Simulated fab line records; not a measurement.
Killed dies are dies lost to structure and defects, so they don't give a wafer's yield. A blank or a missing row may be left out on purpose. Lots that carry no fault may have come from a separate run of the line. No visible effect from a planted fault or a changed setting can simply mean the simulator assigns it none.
8D (eight disciplines) problem report, filled in by code ; flow sky130 ; the parts of the form that need people (team, actions taken, sign-off) are left out

## 1. PROBLEM STATEMENT
developer temp C at SKY_SONOS_TUNNEL_DEVELOP_06 reads a mean of 20.66 C on 6 wafers of 2 lots; wafers without a fault read 23.00 C with a standard deviation of 0.1. Measured from the usual mean, that is -23 standard deviations.
The step: develop time 60 s.
Earliest sighting: wafer L749.1 on litho track-04 at day 16 09:14. The record has a number at this step for 36 wafers belonging to 12 lots. Rule for "out" (also "out of limits"): further than 4 standard deviations from the usual mean. All remaining wafers that have a number are taken as sound.

## 2. WHAT THIS IS AND IS NOT
question;is;is not
which readings at this step;developer temp C;chill plate temp C, resist line temp C
which lots;L749, L751;L734, L735, L737, L738, L740, L742, L744, L745, L748, L752
which wafers of those lots;all that have a number;-
read on which tools;litho track-04;litho track-01, litho track-03
when;from day 16 09:14;"up to then (27 sound wafers); but 3 sound wafers of L752 came after"

## 3. THE SUSPECTS, EACH WITH WHAT RULES IT OUT
Counting: a tool stays on the suspect list if, at a process step up to the reading, it processed all lots that are out and no sound lot following the first of them.
- litho track-04 at SKY_SONOS_TUNNEL_DEVELOP_06 (develop time 60 s): kept. It processed each lot that is out, first L749 at day 16 09:14, and no sound lot thereafter; up to then, the last sound lot it processed was L748 at day 16 02:34. Its own readings are out on those wafers: developer temp C.
Remaining after the count: litho track-04 at SKY_SONOS_TUNNEL_DEVELOP_06.

## 4. THE CAUSE (what the simulator had put in)
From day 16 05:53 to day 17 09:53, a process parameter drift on litho track-04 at SKY_SONOS_TUNNEL_DEVELOP_06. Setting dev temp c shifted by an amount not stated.
After counting, this tool was the only one left.

## 5. SEQUENCE OF EFFECTS, ordered by route
Each row: a reading whose mean over the struck wafers that have a number lies more than 3 standard deviations from the usual. Only readings whose record carries a usual standard deviation are examined. hours: median over the lots of the time between each lot's start at the first step of this table that gives one and its start at this step. sigmas: the change, counted in usual standard deviations.
hours;step;reading;usual;on struck wafers;change;sigmas
0;SKY_SONOS_TUNNEL_DEVELOP_06;developer temp C;23.00 C;20.66;-2.34;-23
It contains these process steps:
- SKY_SONOS_TUNNEL_DEVELOP_06: develop time 60 s.
At these later measuring or inspecting steps, every struck wafer for which the step has a row has a number for every such reading, and none has moved that far: SKY_SONOS_TUNNEL_CD_MEAS_07, SKY_SONOS_TUNNEL_OVL_MEAS_08.

## 6. HOW IT WOULD HAVE BEEN CAUGHT EARLIER
First out-of-limits reading in this record: day 16 09:14, which is 3 hours after fault onset at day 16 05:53.
